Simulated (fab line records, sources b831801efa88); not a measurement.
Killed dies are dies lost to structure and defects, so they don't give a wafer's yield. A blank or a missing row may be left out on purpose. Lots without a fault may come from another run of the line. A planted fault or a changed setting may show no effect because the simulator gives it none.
A struck lot beside a sound one | flow sky130 | 15 steps out of a route of 708
Sound: wafers L889.1, L889.2, L889.6. Struck: wafer L902.6. (L902.1, L902.4 of the same lot were not struck and are left out.) The cause comes at the end.
At each step with rows: each side's tool, then ch and its chambers, then its first start. Under that, the readings that differ: sound wafers | struck wafers | difference of the means | sigmas: that difference in standard deviations of wafers without a fault.
alike: readings whose means differ by less than 2 such deviations, and words and numbers that are the same on both sides. not compared: withheld readings, readings that some wafer has no value for, bounds like >300 that may hide the same value, and numbers for which the record gives no deviation and whose values overlap.
The two part at a step that has a row with sigmas, a row that says differs or no value, or rows on one side only. Numbers that don't overlap but have no deviation are shown without sigmas and don't part them. A reading that every wafer of one side lacks parts them only if that side has two wafers or more.

first, 6 steps without rows for these wafers: SKY_VIA4_HMDS_05 (prime time 60 s); SKY_VIA4_COAT_06 (resist thk 1140 nm); SKY_VIA4_SOFTBAKE_07 (time 60 s); SKY_VIA4_EXPOSE_08 (exposes mask VIM4, target cd 800 nm); SKY_VIA4_PEB_09; SKY_VIA4_DEVELOP_10 (develop time 60 s).
SKY_VIA4_OVL_MEAS_11:
  sound on overlay-01, day 42 09:26; struck on overlay-01, day 46 06:15
  alike: VIA4_OVL
SKY_VIA4_ETCH_12: etches SiO2 in C4F8/O2/Ar, stops on TiN, target depth 580 nm.
  sound on rie_diel-01 ch 0,1,3, day 42 09:28; struck on rie_diel-02 ch 1, day 46 06:17
  reading               | sound             | struck | difference | sigmas
  oes_product_au (a.u.) | 0.922 0.920 0.921 | 0.931  | +0.010     | +2
SKY_VIA4_STRIP_13: strips in O2/N2.
  sound on plasma_asher-04 ch 0,1, day 42 09:32; struck on plasma_asher-01 ch 0, day 46 06:22
  alike: drypump_motor_current_A, oes_product_au, strip_time_to_endpoint_s
  not compared: rf_hours_counter_h
then, 3 steps without rows for these wafers: SKY_VIA4_STRIP_14 (strips in post etch residue remover, time 1200 s); SKY_VIA4_CLEAN_15 (cleans in IPA, time 180 s); SKY_VIA4_CLEAN_16 (cleans in O3/DIW).
SKY_VIA4_SPUTTER_17: material TiN, target thk 20 nm, time 80 s.
  sound on pvd_sputter-02, day 42 10:11; struck on pvd_sputter-02, day 46 06:58
  reading                                  | sound             | struck | difference | sigmas
  chamber_pressure_pa (Pa)                 | 5.003 5.004 5.003 | 3.663  | -1.340     | -99 or more
  throttle_valve_pct (%)                   | 30.7 31.1 29.5    | 36.0   | +5.6       | +5
  model.TiN_of_VIA4_SPUTTER_17.thk_nm (nm) | 20.24 20.15 20.03 | 26.57  | +6.43      |
SKY_VIA4_CVD_18: deposits W, target thk 505 nm, time 152.14 s.
  sound on cvd_w-01 ch 0,1, day 42 10:14; struck on cvd_w-01 ch 0, day 46 07:03
  alike: heater_power_w
-- the record jumps here: 3 days lie between the struck wafers' starts before and after (it left off in module VIA4 and takes up again in module PAD_OPEN, whose first step shown is number 708 of the route) --
SKY_PAD_OPEN_PROBE_99:
  the record has rows for the struck wafers here (prober-01, day 48 21:50) and none for the sound ones

WHERE THEY PART
First at SKY_VIA4_ETCH_12; last, within this record, at SKY_PAD_OPEN_PROBE_99.

WHY: what the simulator had put in
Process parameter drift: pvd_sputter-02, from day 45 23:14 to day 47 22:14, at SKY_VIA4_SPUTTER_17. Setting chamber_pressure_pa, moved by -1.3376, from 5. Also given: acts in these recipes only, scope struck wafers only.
